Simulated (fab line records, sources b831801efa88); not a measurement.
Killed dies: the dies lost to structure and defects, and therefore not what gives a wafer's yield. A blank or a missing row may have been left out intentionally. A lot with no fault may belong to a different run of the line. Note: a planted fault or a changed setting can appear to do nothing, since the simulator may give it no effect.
The tool behind it: which one?    flow gf180mcu    14 lots with 42 wafers sampled at 5 steps, on a route of 602 steps

## WHAT THE GAUGES READ, wafer by wafer
GF_NWELL_OVL_MEAS_07.
lot   measured     on          NWELL_OVL (nm)
L671  day 4 09:54  overlay-01  -1.4 0.9 -0.5
L672  day 4 10:00  overlay-02  -0.8 2.4 1.9
L675  day 4 22:47  overlay-01  2.0 1.5 4.0
L674  day 4 23:01  overlay-02  0.4 -0.3 1.7
L676  day 5 08:00  overlay-02  -0.6 0.3 -1.1
L678  day 5 11:26  overlay-01  2.5 1.5 0.5
L680  day 5 21:49  overlay-02  -1.0 -1.3 1.1
L681  day 6 03:08  overlay-02  - - -
L683  day 6 12:11  overlay-02  0.3 0.6 -0.4
L684  day 6 17:19  overlay-01  - - -
L686  day 7 03:10  overlay-02  1.3 1.4 2.1
L688  day 7 13:42  overlay-01  -0.7 -1.3 -0.1
L689  day 7 20:31  overlay-02  -2.3 -0.8 -0.6
L691  day 8 04:44  overlay-02  -0.1 2.2 -1.0

GF_M4_THK_MEAS_06: measures by xrf.
lot   measured      on             M4_ALCU_THK (nm)
L671  day 23 23:30  film metro-02  459 452 453
L672  day 23 23:48  film metro-03  453 456 458
L675  day 24 15:59  film metro-02  440 447 443
L674  day 24 19:17  film metro-02  450 462 458
L676  day 25 16:44  film metro-04  454 449 462
L678  day 25 15:59  film metro-03  460 450 452
L680  day 26 04:51  film metro-04  459 451 453
L681  day 26 20:50  film metro-02  453 453 456
L683  day 26 23:06  film metro-04  450 449 444
L684  day 27 12:16  film metro-02  451 455 454
L686  day 28 03:49  film metro-02  454 458 457
L688  day 28 11:41  film metro-03  456 455 457
L689  day 28 21:48  film metro-03  454 452 452
L691  day 29 08:26  film metro-02  452 451 449

GF_M4_CD_MEAS_14 targets a cd of 280 nm.
lot   measured      on         cd nm (nm)
L671  day 24 20:43  cd sem-01  281.2 280.8 282.1
L672  day 24 20:53  cd sem-02  279.1 278.6 278.1
L675  day 25 13:26  cd sem-02  279.6 279.9 279.0
L674  day 25 16:39  cd sem-01  280.1 280.7 279.6
L676  day 26 13:26  cd sem-01  279.4 279.4 278.4
L678  day 26 13:05  cd sem-02  280.7 281.1 280.8
L680  day 27 00:37  cd sem-01  280.5 280.5 279.9
L681  day 27 16:59  cd sem-02  281.9 281.3 282.1
L683  day 27 18:47  cd sem-01  279.9 279.4 278.8
L684  day 28 07:53  cd sem-01  281.7 281.5 281.9
L686  day 28 22:17  cd sem-01  278.8 278.1 278.7
L688  day 29 06:50  cd sem-01  280.5 279.0 280.0
L689  day 29 16:34  cd sem-02  280.4 281.4 282.1
L691  day 30 03:25  cd sem-01  280.6 280.1 281.3

## TOOL THAT RAN EACH LOT (tool first, then ch and the chambers of the sampled wafers, then the start)
lot   GF_NWELL_DEVELOP_06               GF_V3_PEB_12
L671  litho track-01 ch 0, day 4 09:00  litho track-04 ch 0, day 23 23:30 or earlier
L672  litho track-04 ch 0, day 4 09:00  litho track-04 ch 0, day 23 23:48 or earlier
L675  litho track-01 ch 0, day 4 22:00  litho track-04 ch 0, day 24 15:59 or earlier
L674  litho track-04 ch 0, day 4 22:00  litho track-04 ch 0, day 24 19:17 or earlier
L676  litho track-04 ch 0, day 5 07:00  litho track-04 ch 0, day 25 16:44 or earlier
L678  litho track-03 ch 0, day 5 11:00  litho track-03 ch 0, day 25 15:59 or earlier
L680  litho track-04 ch 0, day 5 21:00  litho track-04 ch 0, day 26 04:51 or earlier
L681  litho track-03 ch 0, day 6 02:00  litho track-04 ch 0, day 26 20:50 or earlier
L683  litho track-01 ch 0, day 6 12:00  litho track-02 ch 0, day 26 23:06 or earlier
L684  litho track-03 ch 0, day 6 17:00  litho track-04 ch 0, day 27 12:16 or earlier
L686  litho track-04 ch 0, day 7 03:00  litho track-04 ch 0, day 28 03:49 or earlier
L688  litho track-04 ch 0, day 7 13:00  litho track-04 ch 0, day 28 11:41 or earlier
L689  litho track-04 ch 0, day 7 20:00  litho track-03 ch 0, day 28 21:48 or earlier
L691  litho track-01 ch 0, day 8 04:00  litho track-04 ch 0, day 29 08:26 or earlier
- GF_NWELL_DEVELOP_06: develop time 60 s.
- GF_V3_PEB_12: peb time 93.62 s.

## WHAT THE TOOLS THEMSELVES READ (means of the sampled wafers that have a number; where no wafer has one, the mark that the record gives instead)
GF_NWELL_DEVELOP_06.
lot   tool            resist line temp C (C)
L671  litho track-01  23.09
L672  litho track-04  23.14
L675  litho track-01  23.13
L674  litho track-04  22.94
L676  litho track-04  23.05
L678  litho track-03  23.02
L680  litho track-04  22.97
L681  litho track-03  22.88
L683  litho track-01  23.06
L684  litho track-03  22.93
L686  litho track-04  23.03
L688  litho track-04  23.11
L689  litho track-04  22.99
L691  litho track-01  23.04

GF_V3_PEB_12.
lot   tool            plate sensor t centre C (C)  plate sensor t edge C (C)  resist line temp C (C)
L671  litho track-04  136.13                       136.30                     23.10
L672  litho track-04  136.13                       136.30                     23.05
L675  litho track-04  136.14                       136.29                     22.79
L674  litho track-04  136.13                       136.30                     22.92
L676  litho track-04  136.13                       136.30                     23.00
L678  litho track-03  136.13                       136.29                     23.05
L680  litho track-04  136.13                       136.29                     23.10
L681  litho track-04  136.13                       136.30                     23.05
L683  litho track-02  136.13                       136.29                     22.93
L684  litho track-04  136.13                       136.29                     23.04
L686  litho track-04  136.13                       136.29                     23.00
L688  litho track-04  136.13                       136.30                     23.15
L689  litho track-03  136.12                       136.29                     22.98
L691  litho track-04  136.11                       136.29                     23.09

## THE ANSWER, worked out from the rows above alone
Rule: usual is defined by the lots themselves. Put in order of their means at a reading, lots are off if they are a third of the lots or fewer, leave a main group of 4 or more, and stand apart from it by a gap of 3 or more times the standard deviation of the main group's means; of several such gaps the widest counts. Not used: any main group whose means are identical at the precision the tables above print for the reading. A lot without any number at a reading at which 4 lots or more have one is off too. The other lots that the step has rows for count as sound. The gauges are gone through in route order, then the tools' own readings, and for those a lot's mean is taken as printed above. The first step at which some lot is off is used, and at that step the reading that is off furthest; a lot without a number counts as furthest.
Off: L681, L684, at GF_NWELL_OVL_MEAS_07 (NWELL_OVL). Without a number there: L681, L684. The main group: mean 0.4 nm, standard deviation 1.1.
A tool fits if, at a process step before that reading, it ran every lot that is off, and no sound lot after the first of them. Those tools and the gauges at GF_NWELL_OVL_MEAS_07 are tried in the same way. One fits: GF_NWELL_DEVELOP_06 on litho track-03. Its last sound lot is L678 (day 5 11:00), its first lot that is off L681 (day 6 02:00): a fault that began between those two fits.

## WHAT THE SIMULATOR HAD INSERTED
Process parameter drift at GF_NWELL_DEVELOP_06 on litho track-03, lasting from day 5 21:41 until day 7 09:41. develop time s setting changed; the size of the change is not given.
Struck lots among those shown: L681, L684. The rule above reached the same finding.
